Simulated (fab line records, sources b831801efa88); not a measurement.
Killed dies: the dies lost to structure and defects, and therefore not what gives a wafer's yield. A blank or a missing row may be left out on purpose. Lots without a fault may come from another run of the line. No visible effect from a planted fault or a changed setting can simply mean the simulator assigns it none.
fab line records	flow sky130	part 1 of 2: steps 1 to 28 of 38
record lots=5	wafers=15	lastDay=50
route steps=708 shown METAL1@454 VIA1@458 METAL2@483
lots untouched by any fault: they come from a run of this same line in which no faults occurred
startH: hours from the record's first day to the start of the lot's first wafer shown	waitH: hours from the lot's prior step to this one	" the same as in the row above	L1.1+2: several wafers, shown together as one row	- no value present, or no start provided	* or withheld: withheld	< > ~ a bound
route shown NAME@n: a module of which the file shows steps, and the number in the route of the first	usual: the fault-free wafers' mean and standard deviation	same: alike in all rows	chamber/n: place in a boat	sites: each site's reading	_std_site: how widely they spread, as a standard deviation	_edge_site: outer sites' mean less inner sites'	radiusMm: for every site, how far away it sits from the centre of the wafer	mask NAME#n: copy n	behind: the last tool/chamber to shape the wafer	hold: why the lot went on hold/how many hours it stayed there/how the hold came to an end	device: the transistor (n, p or np) that didn't switch	end of line: tests run on the same wafers once the route is complete	a step with no rows: only its recipe	killed: dies that structure and defects cost at the first sort, which is not the same as the wafer's yield	map: the dies of a wafer, with x for killed, . for not killed, _ for no die there
set.NAME: the setting as run; set.NAME@STEP: as run at that earlier step	model.NAME: the simulator's own value behind a step, which no gauge read
certain route steps with their lots: each step a table, each wafer a row
services: a tool's chamber out of use, with start hour (startH, from the record's first day; less than 0 if before it), hours out, and reason
## steps
# step SKY_METAL1_STRIP_20
# recipe chemistry=O2/N2	powerW=1400	pressureMtorr=1500	platenTempC=withheld	o2FlowSccm=3000	n2FlowSccm=300	overashFraction=0.5
# usual drypumpMotorCurrentA=5.9/0.38	oesProductAu=0.343/0.0049	stripTimeToEndpointS=2.72/0.042
lot.wafer	tool	chamber	startH	waitH	drypumpMotorCurrentA	oesProductAu	rfHoursCounterH	stripTimeToEndpointS
L074.1	plasmaAsher-03	1	766.13	0.1	6.1	0.335	26	2.67
L074.4	"	0	"	"	6.5	0.339	-	2.70
L074.5	"	1	"	"	6.1	0.337	-	2.62
L078.1	plasmaAsher-02	0	817.80	0.1	5.9	0.338	71	2.70
L078.2	"	1	"	"	5.9	0.348	71	2.74
L078.6	"	1	"	"	5.9	0.335	-	2.78
L087.1	plasmaAsher-02	1	861.93	0.1	5.9	0.348	76	2.73
L087.4	"	1	"	"	5.9	0.351	-	2.77
L087.5	"	1	"	"	5.9	0.346	-	2.78
L093.3	plasmaAsher-01	1	909.73	0.1	5.2	0.341	-	2.76
L093.5	"	1	"	"	5.2	0.339	-	2.73
L093.6	"	0	"	"	5.5	0.344	-	2.69
L095.1	plasmaAsher-03	1	921.05	0.1	6.0	0.344	42	2.74
L095.2	"	0	"	"	6.6	0.351	42	2.78
L095.6	"	1	"	"	6.0	0.339	-	2.75
# step SKY_METAL1_STRIP_21
# recipe chemistry=postEtchResidueRemover	timeS=1200	tempC=72.5
lot.wafer	tool	chamber	startH	waitH
L074.1+4+5	wetBench-02	1	766.23	0.1
L078.1+2+6	wetBench-02	0	817.90	0.1
L087.1+4+5	wetBench-02	3	862.03	0.1
L093.3+5+6	wetBench-03	0	909.80	0.0
L095.1+2+6	wetBench-03	0	921.15	0.1
# step SKY_METAL1_CLEAN_22
# recipe chemistry=IPA	timeS=180	tempC=25
lot.wafer	tool	chamber	startH	waitH
L074.1+4+5	wetBench-01	0	766.57	0.0
L078.1+2+6	wetBench-03	3	818.24	0.0
L087.1+4+5	wetBench-03	3	862.40	0.0
L093.3+5+6	wetBench-02	1	910.14	0.0
L095.1+2+6	wetBench-02	0	921.49	0.0
# step SKY_METAL1_CLEAN_23
# recipe chemistry=O3/DIW	dry=n2Spin
lot.wafer	tool	chamber	startH	waitH
L074.1+4+5	wetBench-03	1	766.63	0.0
L078.1+2+6	wetBench-02	2	818.30	0.0
L087.1+4+5	wetBench-03	2	862.46	0.0
L093.3+5+6	wetBench-01	0	910.20	0.0
L095.1+2+6	wetBench-03	0	921.56	0.0
# step SKY_VIA1_HDPCVD_00
# recipe material=SiO2	targetThkNm=1030	sigmaOpenFrac=0.3	timeS=171.7	tempC=400	sih4FlowSccm=58.03	pressureMtorr=6
# usual pressureMtorr=6.001/0.012
lot.wafer	tool	chamber	startH	waitH	pressureMtorr
L074.1	hdpcvd-01	1	766.73	0.0	5.995
L074.4	"	1	"	"	6.009
L074.5	"	2	"	"	6.007
L078.1	hdpcvd-01	1	818.39	0.0	6.000
L078.2	"	2	"	"	6.001
L078.6	"	1	"	"	5.984
L087.1	hdpcvd-02	2	862.55	0.0	5.991
L087.4	"	1	"	"	6.011
L087.5	"	0	"	"	5.994
L093.3	hdpcvd-01	0	910.29	0.0	6.003
L093.5	"	1	"	"	6.003
L093.6	"	0	"	"	5.992
L095.1	hdpcvd-01	1	921.65	0.0	5.995
L095.2	"	0	"	"	5.998
L095.6	"	0	"	"	6.011
# step SKY_VIA1_THK_MEAS_01
# recipe reads=SiO2_of_VIA1_HDPCVD_00
# usual VIA1_HDPCVD_THK=997/9.6
lot.wafer	tool	chamber	startH	waitH	VIA1_HDPCVD_THK[nm]
L074.1	filmMetro-03	-	766.84	0.1	998
L074.4	"	-	"	"	1002
L074.5	"	-	"	"	995
L078.1	filmMetro-02	-	818.51	0.1	979
L078.2	"	-	"	"	985
L078.6	"	-	"	"	979
L087.1	filmMetro-03	-	862.66	0.1	1000
L087.4	"	-	"	"	1010
L087.5	"	-	"	"	998
L093.3	filmMetro-04	-	910.43	0.1	994
L093.5	"	-	"	"	991
L093.6	"	-	"	"	991
L095.1	filmMetro-02	-	921.76	0.1	988
L095.2	"	-	"	"	992
L095.6	"	-	"	"	983
# step SKY_VIA1_CMP_02
# recipe material=SiO2	downForcePsi=4	platenRpm=60	padVelocityMS=0.94248
# usual motorCurrentA=12.4/1.2
lot.wafer	tool	chamber	startH	waitH	motorCurrentA
L074.4	cmp-02	2	766.90	0.0	12.6
L074.1	"	1	"	"	12.6
L074.5	"	2	"	"	12.5
L078.2	cmp-01	2	818.57	0.0	12.1
L078.1	"	3	"	"	13.6
L078.6	"	2	"	"	12.2
L087.1	cmp-02	1	862.83	0.2	12.5
L087.4	"	0	"	"	11.3
L087.5	"	1	"	"	12.2
L093.3	cmp-02	0	910.47	0.0	11.9
L093.6	"	0	"	"	11.3
L093.5	"	1	"	"	12.4
L095.1	cmp-02	3	921.87	0.1	10.5
L095.2	"	1	"	"	13.0
L095.6	"	2	"	"	12.5
# step SKY_VIA1_BOW_MEAS_03
# recipe mode=bow
# usual VIA1_BOW=80/7.7
lot.wafer	tool	chamber	startH	waitH	VIA1_BOW[um]
L074.1	filmMetro-02	-	767.20	0.1	73
L074.4	"	-	"	"	79
L074.5	"	-	"	"	87
L078.1	filmMetro-02	-	818.87	0.2	78
L078.2	"	-	"	"	61
L078.6	"	-	"	"	82
L087.1	filmMetro-03	-	863.13	0.2	82
L087.4	"	-	"	"	88
L087.5	"	-	"	"	95
L093.3	filmMetro-04	-	910.81	0.3	89
L093.5	"	-	"	"	93
L093.6	"	-	"	"	77
L095.1	filmMetro-04	-	922.12	0.2	66
L095.2	"	-	"	"	81
L095.6	"	-	"	"	87
# step SKY_VIA1_DEHYDRATE_04
# recipe tempC=200	timeS=60
# usual plateTempC=199.96/0.16
lot.wafer	tool	chamber	startH	waitH	plateTempC
L074.1	lithoTrack-01	0	780.06	12.8	200.21
L074.4	"	0	"	"	200.21
L074.5	"	0	"	"	200.05
L078.1	lithoTrack-04	0	831.44	12.6	200.01
L078.2	"	0	"	"	199.81
L078.6	"	0	"	"	199.95
L087.1	lithoTrack-04	0	875.79	12.6	199.75
L087.4	"	0	"	"	199.95
L087.5	"	0	"	"	199.82
L093.3	lithoTrack-04	0	922.59	11.8	200.15
L093.5	"	0	"	"	199.82
L093.6	"	0	"	"	199.81
L095.1	lithoTrack-03	0	934.29	12.2	199.96
L095.2	"	0	"	"	199.83
L095.6	"	0	"	"	199.79
# step SKY_VIA1_HMDS_05
# recipe primeTimeS=60	primeTempC=120
lot.wafer	tool	chamber	startH	waitH
L074.1+4+5	lithoTrack-01	0	780.21	0.1
L078.1+2+6	lithoTrack-04	0	831.59	0.1
L087.1+4+5	lithoTrack-04	0	875.94	0.1
L093.3+5+6	lithoTrack-04	0	922.74	0.1
L095.1+2+6	lithoTrack-03	0	934.44	0.1
# step SKY_VIA1_COAT_06
# recipe resist=BARC	tempC=withheld	timeS=withheld	spinRpm=3000	resistThkNm=60
# usual dispensePressureKPa=49.4/1.7
lot.wafer	tool	chamber	startH	waitH	dispensePressureKPa
L074.1	lithoTrack-01	0	780.36	0.1	50.6
L074.4	"	0	"	"	50.5
L074.5	"	0	"	"	50.5
L078.1	lithoTrack-04	0	831.74	0.1	50.4
L078.2	"	0	"	"	50.4
L078.6	"	0	"	"	50.4
L087.1	lithoTrack-04	0	876.09	0.1	50.4
L087.4	"	0	"	"	50.4
L087.5	"	0	"	"	50.4
L093.3	lithoTrack-04	0	922.89	0.1	50.4
L093.5	"	0	"	"	50.4
L093.6	"	0	"	"	50.4
L095.1	lithoTrack-03	0	934.59	0.1	46.5
L095.2	"	0	"	"	46.5
L095.6	"	0	"	"	46.5
# step SKY_VIA1_COAT_07
# recipe resist=KrF-thick	spinRpm=3000	resistThkNm=450
# usual dispensePressureKPa=49.4/1.7
lot.wafer	tool	chamber	startH	waitH	dispensePressureKPa
L074.1	lithoTrack-01	0	-	-	50.5
L074.4	"	0	"	"	50.5
L074.5	"	0	"	"	50.5
L078.1	lithoTrack-04	0	-	-	50.4
L078.2	"	0	"	"	50.4
L078.6	"	0	"	"	50.4
L087.1	lithoTrack-04	0	-	-	50.4
L087.4	"	0	"	"	50.4
L087.5	"	0	"	"	50.4
L093.3	lithoTrack-04	0	-	-	50.4
L093.5	"	0	"	"	50.4
L093.6	"	0	"	"	50.4
L095.1	lithoTrack-03	0	-	-	46.5
L095.2	"	0	"	"	46.6
L095.6	"	0	"	"	46.5
# step SKY_VIA1_SOFTBAKE_08
# recipe tempC=100	timeS=90	resist=KrF-thick
# usual plateTempC=99.99/0.12
lot.wafer	tool	chamber	startH	waitH	plateTempC
L074.1	lithoTrack-01	0	-	-	100.05
L074.4	"	0	"	"	100.03
L074.5	"	0	"	"	99.94
L078.1	lithoTrack-04	0	-	-	100.01
L078.2	"	0	"	"	99.98
L078.6	"	0	"	"	99.99
L087.1	lithoTrack-04	0	-	-	99.96
L087.4	"	0	"	"	99.68
L087.5	"	0	"	"	99.97
L093.3	lithoTrack-04	0	-	-	100.15
L093.5	"	0	"	"	100.14
L093.6	"	0	"	"	100.01
L095.1	lithoTrack-03	0	-	-	100.02
L095.2	"	0	"	"	99.93
L095.6	"	0	"	"	100.00
# step SKY_VIA1_EXPOSE_09
# recipe maskId=VIM	na=0.8	sourceShape=annular	sigmaInner=0.55	sigmaOuter=0.85	targetCdNm=150	doseMj=38
# usual stageVelMmS=499.97/0.24
# same na=0.8
lot.wafer	tool	chamber	startH	waitH	mask	stageVelMmS
L074.1	krfScanner-01	0	-	-	VIM#0	499.63
L074.4	"	0	"	"	VIM#0	499.95
L074.5	"	0	"	"	VIM#0	499.33
L078.1	krfScanner-01	0	-	-	VIM#0	500.08
L078.2	"	0	"	"	VIM#0	500.06
L078.6	"	0	"	"	VIM#0	499.92
L087.1	krfScanner-02	0	-	-	VIM#0	500.20
L087.4	"	0	"	"	VIM#0	499.71
L087.5	"	0	"	"	VIM#0	499.85
L093.3	krfScanner-02	0	-	-	VIM#0	499.73
L093.5	"	0	"	"	VIM#0	500.15
L093.6	"	0	"	"	VIM#0	499.90
L095.1	krfScanner-01	0	-	-	VIM#0	499.75
L095.2	"	0	"	"	VIM#0	499.78
L095.6	"	0	"	"	VIM#0	499.62
# step SKY_VIA1_PEB_10
# recipe pebTempC=withheld	pebTimeS=withheld	resist=KrF-thick
lot.wafer	tool	chamber	startH	waitH
L074.1+4+5	lithoTrack-03	0	-	-
L078.1+2+6	lithoTrack-03	0	-	-
L087.1+4+5	lithoTrack-01	0	-	-
L093.3+5+6	lithoTrack-03	0	-	-
L095.1+2+6	lithoTrack-01	0	-	-
# step SKY_VIA1_DEVELOP_11
# recipe developTimeS=60	resist=KrF-thick	devTempC=21
lot.wafer	tool	chamber	startH	waitH
L074.1+4+5	lithoTrack-03	0	-	-
L078.1+2+6	lithoTrack-03	0	-	-
L087.1+4+5	lithoTrack-01	0	-	-
L093.3+5+6	lithoTrack-03	0	-	-
L095.1+2+6	lithoTrack-01	0	-	-
# step SKY_VIA1_CD_MEAS_12
# recipe targetCdNm=150
# usual cdNm=150.0/1.6
lot.wafer	tool	chamber	startH	waitH	cdNm
L074.1	cdSem-01	-	793.89	-	150.9
L074.4	"	-	"	"	150.3
L074.5	"	-	"	"	150.3
L078.1	cdSem-02	-	846.04	-	149.0
L078.2	"	-	"	"	149.7
L078.6	"	-	"	"	150.4
L087.1	cdSem-02	-	889.06	-	146.4
L087.4	"	-	"	"	147.8
L087.5	"	-	"	"	147.5
L093.3	cdSem-02	-	935.83	-	150.8
L093.5	"	-	"	"	150.1
L093.6	"	-	"	"	149.5
L095.1	cdSem-02	-	947.06	-	150.7
L095.2	"	-	"	"	149.0
L095.6	"	-	"	"	149.1
# step SKY_VIA1_OVL_MEAS_13
# usual VIA1_OVL=2/6.3
lot.wafer	tool	chamber	startH	waitH	VIA1_OVL[nm]
L074.1	overlay-02	-	794.01	0.1	-3
L074.4	"	-	"	"	1
L074.5	"	-	"	"	3
L078.1	overlay-02	-	846.16	0.1	16
L078.2	"	-	"	"	11
L078.6	"	-	"	"	16
L087.1	overlay-01	-	889.18	0.1	0
L087.4	"	-	"	"	-2
L087.5	"	-	"	"	2
L093.3	overlay-01	-	935.92	0.1	3
L093.5	"	-	"	"	13
L093.6	"	-	"	"	14
L095.1	overlay-01	-	947.18	0.1	6
L095.2	"	-	"	"	4
L095.6	"	-	"	"	8
# step SKY_VIA1_ETCH_14
# recipe chemistry=N2/H2	target=BARC	ionEnergyEv=200	sourceW=500	biasW=100	pressureMtorr=30	n2FlowSccm=100	h2FlowSccm=200	stopOn=SiO2	timeS=45.9	targetDepthA=600
# usual drypumpMotorCurrentA=5.8/0.52	oesProductAu=0.854/0.0043	throttleValvePct=13.226/0.0096
lot.wafer	tool	chamber	startH	waitH	drypumpMotorCurrentA	oesProductAu	rfHoursCounterH	throttleValvePct
L074.1	rieDiel-03	2	794.05	0.0	6.4	0.853	0	13.238
L074.4	"	0	"	"	4.9	0.853	8	13.241
L074.5	"	0	"	"	4.9	0.850	-	13.217
L078.1	rieDiel-04	0	846.20	0.0	6.5	0.856	4	13.220
L078.2	"	2	"	"	5.3	0.851	12	13.237
L078.6	"	0	"	"	6.5	0.854	-	13.227
L087.1	rieDiel-01	0	889.22	0.0	5.7	0.854	23	13.238
L087.4	"	2	"	"	5.5	0.850	26	13.229
L087.5	"	2	"	"	5.4	0.852	-	13.223
L093.3	rieDiel-04	0	935.95	0.0	6.5	0.854	6	13.220
L093.5	"	3	"	"	6.2	0.845	-	13.223
L093.6	"	0	"	"	6.5	0.852	-	13.211
L095.1	rieDiel-01	0	947.22	0.0	5.7	0.854	25	13.217
L095.2	"	3	"	"	5.3	0.849	15	13.209
L095.6	"	3	"	"	5.3	0.857	-	13.240
# step SKY_VIA1_ETCH_15
# recipe target=SiO2	chemistry=C4F8/O2/Ar	targetDepthNm=351	stopOn=TiN	maskMaterial=KrF-thick	sourceW=1500	biasW=1200	pressureMtorr=40	c4f8FlowSccm=withheld	O2_flow_sccm=6	Ar_flow_sccm=300	timeS=54
# usual oesProductAu=0.982/0.0061
lot.wafer	tool	chamber	startH	waitH	oesProductAu	rfHoursCounterH
L074.1	rieDiel-03	2	794.09	0.0	0.979	0
L074.4	"	0	"	"	0.988	8
L074.5	"	0	"	"	0.976	-
L078.1	rieDiel-04	0	846.24	0.0	0.979	4
L078.2	"	2	"	"	0.979	12
L078.6	"	0	"	"	0.976	-
L087.1	rieDiel-01	0	889.26	0.0	0.976	23
L087.4	"	2	"	"	0.985	26
L087.5	"	2	"	"	0.987	-
L093.3	rieDiel-04	0	935.99	0.0	0.984	6
L093.5	"	3	"	"	0.962	-
L093.6	"	0	"	"	0.986	-
L095.1	rieDiel-01	0	947.26	0.0	0.989	25
L095.2	"	3	"	"	0.984	15
L095.6	"	3	"	"	0.976	-
# step SKY_VIA1_STRIP_16
# recipe chemistry=O2/N2	powerW=1400	pressureMtorr=1500	platenTempC=withheld	o2FlowSccm=3000	n2FlowSccm=300	overashFraction=0.5
# usual drypumpMotorCurrentA=6.0/0.42	oesProductAu=0.415/0.0047	stripTimeToEndpointS=4.452/0.025
lot.wafer	tool	chamber	startH	waitH	drypumpMotorCurrentA	oesProductAu	rfHoursCounterH	stripTimeToEndpointS
L074.1	plasmaAsher-03	0	794.14	0.0	6.6	0.424	28	4.486
L074.4	"	0	"	"	6.5	0.408	-	4.453
L074.5	"	0	"	"	6.5	0.415	-	4.458
L078.1	plasmaAsher-03	0	846.29	0.0	6.5	0.417	34	4.447
L078.2	"	1	"	"	6.0	0.418	34	4.468
L078.6	"	0	"	"	6.5	0.420	-	4.448
L087.1	plasmaAsher-04	1	889.31	0.0	6.4	0.418	12	4.465
L087.4	"	1	"	"	6.5	0.411	-	4.431
L087.5	"	1	"	"	6.4	0.416	-	4.417
L093.3	plasmaAsher-02	0	936.07	0.1	5.9	0.412	-	4.438
L093.5	"	0	"	"	5.9	0.420	-	4.464
L093.6	"	1	"	"	5.9	0.408	-	4.426
L095.1	plasmaAsher-04	0	947.31	0.0	5.2	0.422	17	4.444
L095.2	"	1	"	"	6.4	0.419	17	4.432
L095.6	"	0	"	"	5.2	0.420	-	4.452
# step SKY_VIA1_STRIP_17
# recipe chemistry=postEtchResidueRemover	timeS=1200	tempC=72.5
lot.wafer	tool	chamber	startH	waitH
L074.1+4+5	wetBench-02	0	794.24	0.1
L078.1+2+6	wetBench-03	1	846.39	0.1
L087.1+4+5	wetBench-02	3	889.41	0.1
L093.3+5+6	wetBench-04	0	936.14	0.0
L095.1+2+6	wetBench-03	0	947.41	0.1
# step SKY_VIA1_CLEAN_18
# recipe chemistry=IPA	timeS=180	tempC=25
lot.wafer	tool	chamber	startH	waitH
L074.1+4+5	wetBench-02	1	794.61	0.0
L078.1+2+6	wetBench-04	0	846.76	0.0
L087.1+4+5	wetBench-03	1	889.78	0.0
L093.3+5+6	wetBench-02	2	936.51	0.0
L095.1+2+6	wetBench-04	3	947.75	0.0
# step SKY_VIA1_CLEAN_19
# recipe chemistry=O3/DIW	dry=n2Spin
lot.wafer	tool	chamber	startH	waitH
L074.1+4+5	wetBench-02	1	794.67	0.0
L078.1+2+6	wetBench-03	2	846.82	0.0
L087.1+4+5	wetBench-02	3	889.84	0.0
L093.3+5+6	wetBench-04	0	936.57	0.0
L095.1+2+6	wetBench-02	2	947.81	0.0
# step SKY_VIA1_SPUTTER_20
# recipe material=TiN	targetThkNm=20	chamberPressurePa=5	powerW=4000	timeS=80
# usual throttleValvePct=30.4/1
lot.wafer	tool	chamber	startH	waitH	throttleValvePct
L074.1	pvdSputter-03	-	794.77	0.0	28.9
L074.4	"	-	"	"	30.6
L074.5	"	-	"	"	29.2
L078.1	pvdSputter-01	-	846.92	0.0	30.4
L078.2	"	-	"	"	32.3
L078.6	"	-	"	"	31.3
L087.1	pvdSputter-01	-	889.94	0.0	32.1
L087.4	"	-	"	"	30.5
L087.5	"	-	"	"	31.2
L093.3	pvdSputter-03	-	936.67	0.0	29.2
L093.5	"	-	"	"	29.1
L093.6	"	-	"	"	28.5
L095.1	pvdSputter-01	-	947.90	0.0	29.4
L095.2	"	-	"	"	31.4
L095.6	"	-	"	"	29.7
# step SKY_VIA1_CVD_21
# recipe material=W	targetThkNm=270	timeS=80.902	tempC=400	pressureTorr=40
# usual heaterPowerW=867/51
lot.wafer	tool	chamber	startH	waitH	heaterPowerW	sinceWetCleanH
L074.1	cvdW-02	0	794.83	0.0	845	391
L074.4	"	0	"	"	850	-
L074.5	"	0	"	"	837	-
L078.1	cvdW-01	1	846.98	0.0	820	943
L078.2	"	0	"	"	861	943
L078.6	"	0	"	"	864	-
L087.1	cvdW-01	1	890.00	0.0	823	986
L087.4	"	0	"	"	876	-
L087.5	"	0	"	"	867	-
L093.3	cvdW-02	1	936.76	0.1	951	-
L093.5	"	1	"	"	949	-
L093.6	"	0	"	"	836	-
L095.1	cvdW-02	1	947.96	0.0	966	544
L095.2	"	0	"	"	859	544
L095.6	"	0	"	"	874	-
# step SKY_VIA1_RS_MEAS_22
# recipe thkMeasGauge=four-point-probe	reads=W_of_VIA1_CVD_21+TiN_of_VIA1_SPUTTER_20
# usual VIA1_W_RS=0.424/0.0041
lot.wafer	tool	chamber	startH	waitH	VIA1_W_RS[ohm/sq]
L074.1	filmMetro-03	-	794.92	0.1	0.418
L074.4	"	-	"	"	0.420
L074.5	"	-	"	"	0.417
L078.1	filmMetro-04	-	847.07	0.1	0.425
L078.2	"	-	"	"	0.420
L078.6	"	-	"	"	0.423
L087.1	filmMetro-04	-	890.09	0.1	0.425
L087.4	"	-	"	"	0.421
L087.5	"	-	"	"	0.423
L093.3	filmMetro-03	-	936.86	0.1	0.424
L093.5	"	-	"	"	0.421
L093.6	"	-	"	"	0.414
L095.1	filmMetro-03	-	948.06	0.1	0.427
L095.2	"	-	"	"	0.424
L095.6	"	-	"	"	0.421
# step SKY_VIA1_THK_MEAS_23
# recipe thkMeasGauge=xrf	reads=W_of_VIA1_CVD_21
# usual VIA1_W_THK=272/3.1
lot.wafer	tool	chamber	startH	waitH	VIA1_W_THK[nm]
L074.1	filmMetro-03	-	795.04	0.1	276
L074.4	"	-	"	"	274
L074.5	"	-	"	"	275
L078.1	filmMetro-04	-	847.19	0.1	269
L078.2	"	-	"	"	272
L078.6	"	-	"	"	270
L087.1	filmMetro-04	-	890.21	0.1	270
L087.4	"	-	"	"	274
L087.5	"	-	"	"	273
L093.3	filmMetro-03	-	936.96	0.1	274
L093.5	"	-	"	"	276
L093.6	"	-	"	"	279
L095.1	filmMetro-03	-	948.18	0.1	271
L095.2	"	-	"	"	274
L095.6	"	-	"	"	277
